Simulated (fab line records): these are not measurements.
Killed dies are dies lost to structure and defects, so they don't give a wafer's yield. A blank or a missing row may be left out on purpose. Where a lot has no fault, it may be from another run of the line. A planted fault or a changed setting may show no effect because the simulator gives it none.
Commonality check across tools | flow gf180mcu | Sample size 13 lots and 39 wafers

## REASON IT WAS OPENED
On 1 of the 13 lots, a flag is raised at GF_M4_CD_MEAS_14 on the reading cd-nm. Wafers without a fault read 280.1 nm, standard deviation 1.
Rule: a lot is flagged when every wafer of it that has a number lies more than 4 standard deviations from that mean, or none has a number. The other lots count as sound.

lot  | measured     | on        | cd-nm (nm), wafer by wafer | flag
L191 | day 23 17:42 | cd-sem-02 | 278.3 278.3 278.7          |
L193 | day 24 15:10 | cd-sem-02 | 280.4 281.7 280.4          |
L194 | day 24 22:04 | cd-sem-02 | 280.0 280.7 280.1          |
L199 | day 26 15:34 | cd-sem-02 | 278.9 279.9 279.3          |
L201 | day 27 10:33 | cd-sem-02 | 282.4 281.2 281.6          |
L203 | day 27 17:07 | cd-sem-01 | 281.0 279.5 280.6          |
L204 | day 28 03:14 | cd-sem-02 | 280.3 281.2 280.6          |
L205 | day 28 08:41 | cd-sem-01 | 279.7 279.3 280.5          |
L206 | day 28 12:31 | cd-sem-02 | 280.4 279.7 278.5          |
L207 | day 28 21:30 | cd-sem-01 | 239.8 262.1 270.1          | FLAGGED
L211 | day 30 00:59 | cd-sem-02 | 280.2 280.4 279.5          |
L212 | day 30 04:10 | cd-sem-02 | 281.0 279.6 281.4          |
L213 | day 30 16:59 | cd-sem-02 | 279.8 279.4 278.7          |
Average over the flagged lots: 257.3 nm; offset from the usual -22.8 nm, equal to -23 standard deviations.

## WHICH TOOL EACH LOT WENT THROUGH
2 process steps preceding the reading are held in the record, out of 602 steps in the route. Every cell lists first the tool, next ch and the chambers used by the sampled wafers, and last the start.
lot  | flag    | GF_V3_CMP_26                  | GF_M4_EXPOSE_11
L191 |         | cmp-01 ch 0,2,3, day 22 18:29 | krf-scanner-02 ch 0, day 23 06:34
L193 |         | cmp-01 ch 0,1,2, day 23 16:45 | krf-scanner-01 ch 0, day 24 04:25
L194 |         | cmp-01 ch 1,3, day 23 23:18   | krf-scanner-02 ch 0, day 24 11:23
L199 |         | cmp-01 ch 2,3, day 25 17:48   | krf-scanner-02 ch 0, day 26 05:08
L201 |         | cmp-02 ch 1,2, day 26 13:05   | krf-scanner-02 ch 0, day 27 00:35
L203 |         | cmp-01 ch 0,1,2, day 26 21:11 | krf-scanner-01 ch 0, day 27 07:49
L204 |         | cmp-02 ch 1,2,3, day 27 07:05 | krf-scanner-02 ch 0, day 27 17:24
L205 |         | cmp-01 ch 2,3, day 27 12:08   | krf-scanner-01 ch 0, day 27 23:01
L206 |         | cmp-01 ch 2,3, day 27 16:25   | krf-scanner-02 ch 0, day 28 03:11
L207 | FLAGGED | cmp-01 ch 0,2,3, day 28 02:26 | krf-scanner-02 ch 0, day 28 12:09
L211 |         | cmp-02 ch 0,2,3, day 29 06:29 | krf-scanner-01 ch 0, day 29 16:21
L212 |         | cmp-02 ch 1,2, day 29 08:50   | krf-scanner-01 ch 0, day 29 18:58
L213 |         | cmp-02 ch 0,1,2, day 29 22:50 | krf-scanner-01 ch 0, day 30 08:23
These steps, and what they do:
- GF_V3_CMP_26: polishes, stops on SiO2, t overpolish 15 s, target thk 0 nm.
- GF_M4_EXPOSE_11: exposes mask Metal4, target cd 280 nm.
- GF_M4_CD_MEAS_14: target cd 280 nm.

## FLAGGED AGAINST TOTAL, ONE TOOL AT A TIME (gauges that did the reading follow at the end)
step             | tool           | lots run | flagged | share of the flagged lots | sound lots run after its first flagged lot
GF_V3_CMP_26     | cmp-01         | 8        | 1       | all                       | 0
GF_V3_CMP_26     | cmp-02         | 5        | 0       | none                      | -
GF_M4_EXPOSE_11  | krf-scanner-01 | 6        | 0       | none                      | -
GF_M4_EXPOSE_11  | krf-scanner-02 | 7        | 1       | all                       | 0
GF_M4_CD_MEAS_14 | cd-sem-01      | 3        | 1       | all                       | 0
GF_M4_CD_MEAS_14 | cd-sem-02      | 10       | 0       | none                      | -

## WHAT THE TABLE ALLOWS
All flagged lots were run by 3 table rows, namely cmp-01 at GF_V3_CMP_26, krf-scanner-02 at GF_M4_EXPOSE_11, cd-sem-01 at GF_M4_CD_MEAS_14.
- cmp-01 at GF_V3_CMP_26 ran 8 lots, 1 of them flagged. Its last sound lot is L206 (day 27 16:25), its first flagged lot L207 (day 28 02:26): a fault that began between those two fits.
- krf-scanner-02 at GF_M4_EXPOSE_11 ran 7 lots, 1 of them flagged. Its last sound lot is L206 (day 28 03:11), its first flagged lot L207 (day 28 12:09): a fault that began between those two fits.
- cd-sem-01 at GF_M4_CD_MEAS_14 ran 3 lots, 1 of them flagged. Its last sound lot is L205 (day 28 08:41), its first flagged lot L207 (day 28 21:30): a fault that began between those two fits.
A lot count leaves these 3 tools indistinguishable: every one of them fits a fault beginning at some hour. More lots, or a look at what each step does to the wafer, might.

## WHAT THE SIMULATOR PUT IN
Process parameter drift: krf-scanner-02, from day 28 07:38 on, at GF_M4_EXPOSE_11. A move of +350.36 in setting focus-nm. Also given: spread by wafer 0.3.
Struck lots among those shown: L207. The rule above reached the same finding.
